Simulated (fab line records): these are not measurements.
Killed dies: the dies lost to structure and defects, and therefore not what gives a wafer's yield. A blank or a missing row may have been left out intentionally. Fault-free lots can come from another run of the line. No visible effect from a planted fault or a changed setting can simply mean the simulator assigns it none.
A lot that was struck, set against a sound lot || flow sky130 || 21 out of 708 route steps
Sound: wafers L334.1, L334.2, L334.3. Struck: wafers L344.1, L344.6. (L344.3 of the same lot was not struck and is left out.) The cause comes at the end.
For every step that has rows: the tool of each side, followed by ch and its chambers, followed by its first start. Under that, the readings that differ: sound wafers || struck wafers || difference of the means || sigmas: that difference in standard deviations of wafers without a fault.
alike: a reading whose means differ by less than 2 such deviations, as well as words and numbers matching on both sides. not compared: withheld readings; readings where some wafer has no value; bounds like >300 that might hide an equal value; numbers whose values overlap and for which the record gives no deviation.
A row with sigmas, a row that says differs or no value, or rows on one side alone: a step with any of these is where the two part. Non-overlapping numbers with no deviation appear without sigmas and do not part them. Lack of a reading on every wafer of one side parts them only where that side has two or more wafers.

SKY_LI_CONTACT_CVD_21: deposits W, target thk 400 nm, time 120.56 s.
  sound on cvd-w-02 ch 0,1, day 29 09:07; struck on cvd-w-01 ch 0, day 32 23:47
  alike: heater-power-w
SKY_LI_CONTACT_RS_MEAS_22: measurement is done with a four-point probe.
  sound on film-metro-03, day 29 09:15; struck on film-metro-04, day 32 23:55
  alike: LI_CONTACT_W_RS
SKY_LI_CONTACT_THK_MEAS_23: measures by xrf.
  sound on film-metro-03, day 29 09:22; struck on film-metro-04, day 33 00:02
  alike: LI_CONTACT_W_THK
SKY_LI_CONTACT_CMP_24: polishes, stops on PSG, t overpolish 20 s, target thk 0 nm.
  sound on cmp-01 ch 0,1,3, day 29 09:29; struck on cmp-02 ch 1, day 33 00:08
  alike: edge-zone-pressure-frac, motor-current-A, overpolish-run-s, slurry-filter-dp-kPa, time-to-endpoint-s
SKY_LOCAL_INTERCONNECT_SPUTTER_00: material TiN, target thk 100 nm, time 83.3 s.
  sound on pvd-sputter-04, day 29 09:44; struck on pvd-sputter-02, day 33 00:26
  alike: throttle-valve-pct
SKY_LOCAL_INTERCONNECT_RS_MEAS_01: measurement is done with a four-point probe.
  sound on film-metro-01, day 29 09:47; struck on film-metro-03, day 33 00:29
{"reading": "LOCAL_INTERCONNECT_TIN_RS (ohm/sq)", "sound": "14.12 14.32 14.44", "struck": "13.83 13.79", "difference": -0.48, "sigmas": -3}
SKY_LOCAL_INTERCONNECT_THK_MEAS_02: measures by xrf.
  sound on film-metro-01, day 29 09:55; struck on film-metro-03, day 33 00:37
{"reading": "LOCAL_INTERCONNECT_TIN_THK (nm)", "sound": "98.8 97.4 97.1", "struck": "99.8 100.9", "difference": "+2.6", "sigmas": "+2"}
then, 5 steps without rows for these wafers: SKY_LOCAL_INTERCONNECT_DEHYDRATE_03 (time 60 s); SKY_LOCAL_INTERCONNECT_HMDS_04 (prime time 60 s); SKY_LOCAL_INTERCONNECT_COAT_05 (resist thk 60 nm); SKY_LOCAL_INTERCONNECT_COAT_06 (resist thk 450 nm); SKY_LOCAL_INTERCONNECT_SOFTBAKE_07 (time 90 s).
SKY_LOCAL_INTERCONNECT_EXPOSE_08: exposes mask LI1M, target cd 170 nm.
  sound on krf-scanner-01 ch 0, day 29 23:02; struck on krf-scanner-01 ch 0, day 33 14:13
  alike: mask, reticle-temp-C
then, 2 steps without rows for these wafers: SKY_LOCAL_INTERCONNECT_PEB_09; SKY_LOCAL_INTERCONNECT_DEVELOP_10 (develop time 60 s).
SKY_LOCAL_INTERCONNECT_CD_MEAS_11 targets a cd of 170 nm.
  sound on cd-sem-02, day 30 13:15; struck on cd-sem-01, day 34 03:35
{"reading": "cd-nm (nm)", "sound": "171.2 170.5 169.6", "struck": "62.4 64.4", "difference": -107.0, "sigmas": -71}
  not compared: hold
SKY_LOCAL_INTERCONNECT_OVL_MEAS_12:
  sound on overlay-02, day 30 13:22; struck on overlay-02, day 34 04:47
{"reading": "hold", "sound": "- - -", "struck": "await-dispo/1.1h/release await-dispo/1.1h/release", "difference": "no value on the sound wafers", "sigmas": ""}
  alike: LOCAL_INTERCONNECT_OVL
SKY_LOCAL_INTERCONNECT_ETCH_13: etches BARC in N2/H2, stops on SiO2, time 45.9 s, target depth 60 nm.
  sound on rie-metal-03 ch 0,1, day 30 13:24; struck on rie-metal-04 ch 1, day 34 04:49
{"reading": "model.LOCAL_INTERCONNECT.cd-nm (nm)", "sound": "171 169.9 169.4", "struck": "63.03 65.34", "difference": -105.91, "sigmas": ""}
  alike: drypump-motor-current-A, oes-product-au, throttle-valve-pct
  not compared: rf-hours-counter-h
SKY_LOCAL_INTERCONNECT_METAL_ETCH_14: etches TiN in Cl2/BCl3, stops on PSG, target depth 110 nm, time 31.4 s.
  sound on rie-metal-03 ch 0,1, day 30 13:28; struck on rie-metal-04 ch 1, day 34 04:53
{"reading": "throttle-valve-pct (%)", "sound": "21.903 21.911 21.921", "struck": "21.890 21.887", "difference": -0.023, "sigmas": -2}
{"reading": "model.LOCAL_INTERCONNECT.cd-nm (nm)", "sound": "170.9 169.3 169.7", "struck": "62.12 64.44", "difference": -106.69, "sigmas": ""}
  alike: drypump-motor-current-A, oes-product-au
  not compared: rf-hours-counter-h
SKY_LOCAL_INTERCONNECT_STRIP_15: strips in O2/N2.
  sound on plasma-asher-02 ch 0,1, day 30 13:31; struck on plasma-asher-04 ch 0, day 34 04:56
  alike: drypump-motor-current-A, oes-product-au, strip-time-to-endpoint-s
  not compared: rf-hours-counter-h
-- here the record skips 14 days between the struck wafers' starts before and after, leaving off in module LOCAL_INTERCONNECT and picking up in module PAD_OPEN (first step shown: number 708 of the route) --
SKY_PAD_OPEN_PROBE_99:
  sound on prober-01, day 45 20:16; struck on prober-01, day 48 14:34
{"reading": "hold", "sound": "- - -", "struck": "await-dispo/4.2h/release await-dispo/4.2h/release", "difference": "no value on the sound wafers", "sigmas": ""}
{"reading": "model.etest.mcon-chain.rc-ohm", "sound": "15.71 15.94 17", "struck": "29.05 28", "difference": "+12.31", "sigmas": ""}
{"reading": "model.etest.res-li.open", "sound": "0 0 0", "struck": "1 1", "difference": "+1", "sigmas": ""}
{"reading": "model.etest.ring_5v.no-ring", "sound": "0 0 0", "struck": "1 1", "difference": "+1", "sigmas": ""}
{"reading": "model.etest.ring_1v8.no-ring", "sound": "0 0 0", "struck": "1 1", "difference": "+1", "sigmas": ""}

## WHERE THEY PART
First at SKY_LOCAL_INTERCONNECT_RS_MEAS_01; last, within this record, at SKY_PAD_OPEN_PROBE_99.

WHY: what had been put in by the simulator
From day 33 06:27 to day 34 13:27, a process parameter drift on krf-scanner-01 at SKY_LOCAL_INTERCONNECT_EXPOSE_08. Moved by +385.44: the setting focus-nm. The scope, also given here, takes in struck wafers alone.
